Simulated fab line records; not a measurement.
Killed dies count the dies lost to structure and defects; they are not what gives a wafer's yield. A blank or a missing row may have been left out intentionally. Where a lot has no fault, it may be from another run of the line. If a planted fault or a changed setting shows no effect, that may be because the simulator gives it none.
Which tool was responsible? || flow sky130 || 13 lots with 39 wafers sampled at 2 steps, on a route of 708 steps

## WHAT EACH GAUGE READ, for each wafer
SKY_CONTACT_THK_MEAS_01. Usual: CONTACT_CVD_00_THK typically reads 75.4 nm, with standard deviation 1.
{"lot": "L351", "measured": "day 31 01:03", "on": "film-metro-04", "CONTACT_CVD_00_THK (nm)": "74.1 75.8 75.5", "flag": ""}
{"lot": "L352", "measured": "day 31 01:44", "on": "film-metro-02", "CONTACT_CVD_00_THK (nm)": "73.8 73.9 75.9", "flag": ""}
{"lot": "L353", "measured": "day 31 06:47", "on": "film-metro-02", "CONTACT_CVD_00_THK (nm)": "74.4 74.8 75.4", "flag": ""}
{"lot": "L359", "measured": "day 32 23:30", "on": "film-metro-04", "CONTACT_CVD_00_THK (nm)": "74.8 76.7 75.9", "flag": ""}
{"lot": "L360", "measured": "day 33 12:13", "on": "film-metro-04", "CONTACT_CVD_00_THK (nm)": "76.8 76.2 77.4", "flag": ""}
{"lot": "L361", "measured": "day 33 16:47", "on": "film-metro-02", "CONTACT_CVD_00_THK (nm)": "75.7 76.2 75.0", "flag": ""}
{"lot": "L366", "measured": "day 34 18:59", "on": "film-metro-02", "CONTACT_CVD_00_THK (nm)": "73.7 75.4 76.2", "flag": ""}
{"lot": "L367", "measured": "day 35 07:04", "on": "film-metro-04", "CONTACT_CVD_00_THK (nm)": "74.0 75.6 75.8", "flag": ""}
{"lot": "L369", "measured": "day 36 06:49", "on": "film-metro-03", "CONTACT_CVD_00_THK (nm)": "74.8 73.3 76.0", "flag": ""}
{"lot": "L371", "measured": "day 36 14:42", "on": "film-metro-02", "CONTACT_CVD_00_THK (nm)": "75.2 75.6 76.0", "flag": ""}
{"lot": "L372", "measured": "day 37 07:50", "on": "film-metro-04", "CONTACT_CVD_00_THK (nm)": "77.2 76.9 78.6", "flag": ""}
{"lot": "L373", "measured": "day 37 10:32", "on": "film-metro-03", "CONTACT_CVD_00_THK (nm)": "75.1 74.7 74.9", "flag": ""}
{"lot": "L374", "measured": "day 37 12:00", "on": "film-metro-03", "CONTACT_CVD_00_THK (nm)": "76.1 77.1 76.2", "flag": ""}

## WHICH TOOL RAN EACH LOT (tool, then ch and the chambers of the sampled wafers, then the start)
{"lot": "L351", "SKY_CONTACT_CVD_00": "pecvd-04 ch 0,2, day 31 01:01"}
{"lot": "L352", "SKY_CONTACT_CVD_00": "pecvd-03 ch 0,2, day 31 01:42"}
{"lot": "L353", "SKY_CONTACT_CVD_00": "pecvd-02 ch 1,2, day 31 06:44"}
{"lot": "L359", "SKY_CONTACT_CVD_00": "pecvd-03 ch 1,2, day 32 23:28"}
{"lot": "L360", "SKY_CONTACT_CVD_00": "pecvd-03 ch 1,2, day 33 12:09"}
{"lot": "L361", "SKY_CONTACT_CVD_00": "pecvd-04 ch 0,1,2, day 33 16:44"}
{"lot": "L366", "SKY_CONTACT_CVD_00": "pecvd-02 ch 0,1,2, day 34 18:57"}
{"lot": "L367", "SKY_CONTACT_CVD_00": "pecvd-02 ch 0,2, day 35 07:01"}
{"lot": "L369", "SKY_CONTACT_CVD_00": "pecvd-03 ch 0,2, day 36 06:46"}
{"lot": "L371", "SKY_CONTACT_CVD_00": "pecvd-04 ch 0,2, day 36 14:40"}
{"lot": "L372", "SKY_CONTACT_CVD_00": "pecvd-04 ch 0,1,2, day 37 07:48"}
{"lot": "L373", "SKY_CONTACT_CVD_00": "pecvd-03 ch 0,1,2, day 37 10:30"}
{"lot": "L374", "SKY_CONTACT_CVD_00": "pecvd-02 ch 0,2, day 37 11:58"}
- SKY_CONTACT_CVD_00: deposits Si3N4, target thk 75 nm.

## WHAT THE TOOLS THEMSELVES READ (means of the sampled wafers that have a number; where no wafer has one, the mark that the record gives instead)
SKY_CONTACT_CVD_00. Usual: heater-power-outer-w 423 W, standard deviation 47; heater-power-w 709 W, standard deviation 67.
{"lot": "L351", "tool": "pecvd-04", "heater-power-outer-w (W)": 374, "heater-power-w (W)": 661, "flag": ""}
{"lot": "L352", "tool": "pecvd-03", "heater-power-outer-w (W)": 424, "heater-power-w (W)": 688, "flag": ""}
{"lot": "L353", "tool": "pecvd-02", "heater-power-outer-w (W)": 423, "heater-power-w (W)": 692, "flag": ""}
{"lot": "L359", "tool": "pecvd-03", "heater-power-outer-w (W)": 465, "heater-power-w (W)": 782, "flag": ""}
{"lot": "L360", "tool": "pecvd-03", "heater-power-outer-w (W)": 457, "heater-power-w (W)": 789, "flag": ""}
{"lot": "L361", "tool": "pecvd-04", "heater-power-outer-w (W)": 369, "heater-power-w (W)": 649, "flag": ""}
{"lot": "L366", "tool": "pecvd-02", "heater-power-outer-w (W)": 432, "heater-power-w (W)": 694, "flag": ""}
{"lot": "L367", "tool": "pecvd-02", "heater-power-outer-w (W)": 417, "heater-power-w (W)": 698, "flag": ""}
{"lot": "L369", "tool": "pecvd-03", "heater-power-outer-w (W)": 440, "heater-power-w (W)": 712, "flag": ""}
{"lot": "L371", "tool": "pecvd-04", "heater-power-outer-w (W)": 402, "heater-power-w (W)": 699, "flag": ""}
{"lot": "L372", "tool": "pecvd-04", "heater-power-outer-w (W)": 418, "heater-power-w (W)": 722, "flag": ""}
{"lot": "L373", "tool": "pecvd-03", "heater-power-outer-w (W)": 429, "heater-power-w (W)": 719, "flag": ""}
{"lot": "L374", "tool": "pecvd-02", "heater-power-outer-w (W)": 481, "heater-power-w (W)": 777, "flag": ""}

## THE ANSWER, worked out from the rows above alone
Rule: a lot is off if the mean of its wafers that have a number lies more than 3 standard deviations from the usual mean. A lot without any number at a reading at which 4 lots or more have one is off too. Where the step has rows for the other lots, those lots are counted as sound. After the gauges, taken in route order, come the tools' own readings; for these a lot's mean is taken, as printed above. At the first step where some lot is off, the reading lying furthest off is the one used; lots without a number count as furthest.
None of the lots is off at any reading shown; this tells nothing.

## WHAT THE SIMULATOR HAD PUT IN
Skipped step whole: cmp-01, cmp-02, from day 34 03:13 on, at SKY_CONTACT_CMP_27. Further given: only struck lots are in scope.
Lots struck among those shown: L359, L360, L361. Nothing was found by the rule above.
